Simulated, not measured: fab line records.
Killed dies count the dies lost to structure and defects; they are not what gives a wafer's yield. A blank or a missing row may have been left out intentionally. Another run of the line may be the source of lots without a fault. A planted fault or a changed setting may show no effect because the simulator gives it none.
Matching of chambers	flow gf180mcu	4 sister chambers for GF_V2_CMP_26 on cmp-02
The step polishes, stops on SiO2, t overpolish 15 s, target thk 0 nm. 8 wafers are shown with their chamber, then 7 later ones without.

WAFERS PAIRED WITH THEIR CHAMBERS
wafer	chamber	motor current A (A)	time to endpoint s (s)
L235.4	2	13.2	87
L242.2	2	12.1	81
L242.3	3	10.4	81
L253.1	1	10.7	86
L253.3	3	10.6	83
L253.5	0	11.3	84
L255.1	1	10.6	91
L255.2	0	10.6	88

WAFERS MISSING THEIR CHAMBER
wafer	motor current A (A)	time to endpoint s (s)
L255.3	13.2	87
L256.3	13.1	82
L256.4	10.8	85
L256.6	10.8	85
L257.2	10.3	87
L257.4	10.9	83
L257.6	13.8	82

THE CHAMBER EACH PASSED THROUGH
wafer	from the rows above	in truth
L255.3	2	2
L256.3	2	2
L256.4	can't be placed: 0 or 3 or 1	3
L256.6	can't be placed: 0 or 3 or 1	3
L257.2	can't be placed: 1 or 0 or 3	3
L257.4	can't be placed: 3 or 0 or 1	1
L257.6	2	2
Correctly placed: 3 of 7. From these rows, 4 cannot be placed; in 4 the true chamber is one of the candidates. Number placed wrongly: 0.
How it was worked out, from the rows above alone: a wafer's distance from a chamber is the root of the sum, over the readings, of the square of ((its reading less the chamber's mean) divided by the reading's scatter). The wafer belongs to the nearest chamber; if the next one is less than 2 further off, it can't be placed. Each chamber's mean is taken over the wafers shown for it. The scatter: the root of (the sum of the squares of (reading less its chamber's mean) over the shown wafers, divided by (wafers less chambers)).
